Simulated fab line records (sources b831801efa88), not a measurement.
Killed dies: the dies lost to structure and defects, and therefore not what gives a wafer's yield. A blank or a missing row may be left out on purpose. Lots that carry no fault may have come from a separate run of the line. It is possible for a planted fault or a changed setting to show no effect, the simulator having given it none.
Shared-tool check ; flow gf180mcu ; 42 wafers sampled across 13 lots

== WHY IT WAS OPENED ==
At GF_HV_LDD_TW_MEAS_23 the reading HV_LDD_2_TW is flagged on 1 of 13 lots. No-fault wafers: 1053, standard deviation 10.
Rule: a lot is flagged when every wafer of it that has a number lies more than 4 standard deviations from that mean, or none has a number. All remaining lots are regarded as sound.

lot;measured;on;HV_LDD_2_TW, wafer by wafer;flag
L728;day 10 20:40;filmMetro-04;1047 1044 1044;
L730;day 11 10:26;filmMetro-02;1055 1052 1055;
L729;day 11 14:37;filmMetro-02;1053 1058 1057;
L732;day 12 04:18;filmMetro-03;1044 1037 1043;
L733;day 12 09:30;filmMetro-03;1035 1040 1041;
L737;day 13 15:23;filmMetro-02;30 30 30 30 30 30;FLAGGED
L740;day 14 15:43;filmMetro-02;1068 1061 1066;
L745;day 16 04:51;filmMetro-02;1059 1062 1057;
L746;day 16 13:12;filmMetro-04;1051 1045 1050;
L748;day 17 09:19;filmMetro-03;1034 1027 1031;
L749;day 17 11:53;filmMetro-04;1058 1057 1054;
L750;day 17 18:22;filmMetro-02;1067 1064 1062;
L751;day 18 07:04;filmMetro-04;1053 1053 1043;
The numbers of the flagged lots are 30 on average: -1023 against the usual, or -99 or more standard deviations.

== TOOL THAT RAN EACH LOT ==
The record keeps 1 process step preceding the reading, out of 602 steps on the route. Each cell gives the tool, then ch followed by the chambers the sampled wafers passed through, then the start.
lot;flag;GF_HV_LDD_EXPOSE_16
L728;;ilineStepper-02 ch 0, day 10 11:21
L730;;ilineStepper-01 ch 0, day 11 01:22
L729;;ilineStepper-01 ch 0, day 11 04:28
L732;;ilineStepper-01 ch 0, day 11 19:06
L733;;ilineStepper-02 ch 0, day 12 00:09
L737;FLAGGED;ilineStepper-02 ch 0, day 13 05:23
L740;;ilineStepper-02 ch 0, day 14 04:55
L745;;ilineStepper-01 ch 0, day 15 17:45
L746;;ilineStepper-01 ch 0, day 16 01:52
L748;;ilineStepper-01 ch 0, day 16 21:23
L749;;ilineStepper-01 ch 0, day 17 00:06
L750;;ilineStepper-02 ch 0, day 17 06:32
L751;;ilineStepper-01 ch 0, day 17 18:46
What the steps here do:
- GF_HV_LDD_EXPOSE_16: exposes mask Pplus LV AREA, target cd 400 nm.
- GF_HV_LDD_TW_MEAS_23

== FLAGGED OVER TOTAL, TOOL BY TOOL (the gauges that took the reading come last) ==
step;tool;lots run;flagged;share of the flagged lots;sound lots run after its first flagged lot
GF_HV_LDD_EXPOSE_16;ilineStepper-01;8;0;none;-
GF_HV_LDD_EXPOSE_16;ilineStepper-02;5;1;all;2 (L740,L750)
GF_HV_LDD_TW_MEAS_23;filmMetro-02;6;1;all;3 (L740,L745,L750)
GF_HV_LDD_TW_MEAS_23;filmMetro-03;3;0;none;-
GF_HV_LDD_TW_MEAS_23;filmMetro-04;4;0;none;-

== WHAT IS ALLOWED BY THE TABLE ==
In 2 table rows, all flagged lots were run: ilineStepper-02 (GF_HV_LDD_EXPOSE_16), filmMetro-02 (GF_HV_LDD_TW_MEAS_23).
- ilineStepper-02 at GF_HV_LDD_EXPOSE_16 ran 5 lots, 1 of them flagged. Lots that were sound ran on it after the first flagged one (L740, L750); a persistent fault on the entire tool would not allow that.
- filmMetro-02 at GF_HV_LDD_TW_MEAS_23 ran 6 lots, 1 of them flagged. Lots that were sound ran on it after the first flagged one (L740, L745, L750); a persistent fault on the entire tool would not allow that.
There is no row in the table that ran each flagged lot and no sound lot after the first.

== WHAT THE SIMULATOR HAD INSERTED ==
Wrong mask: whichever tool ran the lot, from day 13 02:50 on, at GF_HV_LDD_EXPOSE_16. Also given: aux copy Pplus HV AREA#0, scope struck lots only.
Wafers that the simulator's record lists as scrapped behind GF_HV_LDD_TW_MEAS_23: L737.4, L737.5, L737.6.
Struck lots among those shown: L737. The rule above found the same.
